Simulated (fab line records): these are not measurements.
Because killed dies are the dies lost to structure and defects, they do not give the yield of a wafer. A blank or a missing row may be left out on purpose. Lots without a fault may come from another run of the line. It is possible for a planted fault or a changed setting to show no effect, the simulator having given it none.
Which of the tools did it? | flow gf180mcu | 13 lots, 39 wafers sampled, at 3 steps of a route of 602

== WHAT THE GAUGES SHOWED, per wafer ==
GF_HV_LDD_TW_MEAS_23. Usual: HV_LDD_2_TW 1056, standard deviation 7.4.
lot  | measured     | on            | HV_LDD_2_TW    | flag
L536 | day 10 16:57 | film-metro-04 | 1063 1060 1056 |
L539 | day 11 16:03 | film-metro-04 | 1070 1069 1065 |
L540 | day 11 23:17 | film-metro-01 | 1048 1049 1042 |
L541 | day 12 05:09 | film-metro-04 | 1060 1062 1058 |
L542 | day 12 16:07 | film-metro-03 | 1066 1057 1063 |
L544 | day 13 09:34 | film-metro-03 | 933 934 932    | OFF
L545 | day 13 13:38 | film-metro-03 | 1055 1059 1049 |
L546 | day 14 03:46 | film-metro-01 | 934 935 930    | OFF
L553 | day 16 07:06 | film-metro-01 | 1051 1052 1047 |
L554 | day 16 14:23 | film-metro-01 | 1055 1049 1043 |
L555 | day 16 19:37 | film-metro-01 | 1051 1056 1052 |
L556 | day 17 01:14 | film-metro-03 | 1055 1054 1059 |
L559 | day 18 02:39 | film-metro-01 | 1045 1039 1048 |

GF_V1_THK_MEAS_03. Usual: V1_CVD_02_THK 852 nm, standard deviation 12.
lot  | measured     | on            | V1_CVD_02_THK (nm) | flag
L536 | day 16 23:38 | film-metro-04 | 854 846 859        |
L539 | day 18 06:39 | film-metro-01 | 852 863 862        |
L540 | day 18 14:14 | film-metro-01 | 860 868 859        |
L541 | day 18 21:21 | film-metro-01 | 839 846 862        |
L542 | day 19 08:41 | film-metro-04 | 850 850 860        |
L544 | day 20 06:21 | film-metro-02 | 855 872 853        |
L545 | day 20 12:16 | film-metro-01 | 847 869 861        |
L546 | day 21 02:13 | film-metro-04 | 855 841 854        |
L553 | day 23 10:33 | film-metro-01 | 827 843 840        |
L554 | day 23 19:10 | film-metro-01 | 872 861 875        |
L555 | day 23 23:50 | film-metro-01 | 852 844 860        |
L556 | day 24 05:53 | film-metro-04 | 861 877 869        |
L559 | day 25 06:10 | film-metro-02 | 826 858 846        |

== WHICH TOOL RAN EACH LOT (tool, then ch and the chambers of the sampled wafers, then the start) ==
lot  | GF_HV_LDD_IMPLANT_21
L536 | implanter-04 ch 0, day 10 16:42
L539 | implanter-01 ch 0, day 11 15:48
L540 | implanter-04 ch 0, day 11 23:04
L541 | implanter-03 ch 0, day 12 04:54
L542 | implanter-03 ch 0, day 12 15:52
L544 | implanter-03 ch 0, day 13 09:19
L545 | implanter-01 ch 0, day 13 13:25
L546 | implanter-03 ch 0, day 14 03:31
L553 | implanter-01 ch 0, day 16 06:51
L554 | implanter-01 ch 0, day 16 14:11
L555 | implanter-03 ch 0, day 16 19:23
L556 | implanter-03 ch 0, day 17 01:01
L559 | implanter-03 ch 0, day 18 02:24
- GF_HV_LDD_IMPLANT_21

== WHAT THE TOOLS THEMSELVES READ (means of the sampled wafers that have a number; where no wafer has one, the mark that the record gives instead) ==
GF_HV_LDD_IMPLANT_21. Usual: beam-energy-keV 24.999, standard deviation 0.0074.
lot  | tool         | beam-energy-keV | flag
L536 | implanter-04 | 25.001          |
L539 | implanter-01 | 24.999          |
L540 | implanter-04 | 24.998          |
L541 | implanter-03 | 25.002          |
L542 | implanter-03 | 25.011          |
L544 | implanter-03 | 16.352          | OFF
L545 | implanter-01 | 25.006          |
L546 | implanter-03 | 16.350          | OFF
L553 | implanter-01 | 24.986          |
L554 | implanter-01 | 25.004          |
L555 | implanter-03 | 25.011          |
L556 | implanter-03 | 25.006          |
L559 | implanter-03 | 24.992          |

== THE ANSWER, worked out from the rows above alone ==
Rule: a lot is off if the mean of its wafers that have a number lies more than 3 standard deviations from the usual mean. Also off: a lot with no number at a reading for which 4 or more lots have one. All remaining lots with rows at the step are treated as sound. Order of review: gauges by route order, followed by the tools' own readings, for which a lot's mean as printed above is used. At the first step where some lot is off, the reading lying furthest off is the one used; lots without a number count as furthest.
Off: at GF_HV_LDD_TW_MEAS_23 (HV_LDD_2_TW), L544, L546.
A tool fits if, at a process step before that reading, it ran every lot that is off, and no sound lot after the first of them. Not tried: the gauges at GF_HV_LDD_TW_MEAS_23; whatever is off there is also off at GF_HV_LDD_IMPLANT_21, on other tools, and gauge error can't account for it. Not one of the candidates tried fits.

== WHAT HAD BEEN PUT IN BY THE SIMULATOR ==
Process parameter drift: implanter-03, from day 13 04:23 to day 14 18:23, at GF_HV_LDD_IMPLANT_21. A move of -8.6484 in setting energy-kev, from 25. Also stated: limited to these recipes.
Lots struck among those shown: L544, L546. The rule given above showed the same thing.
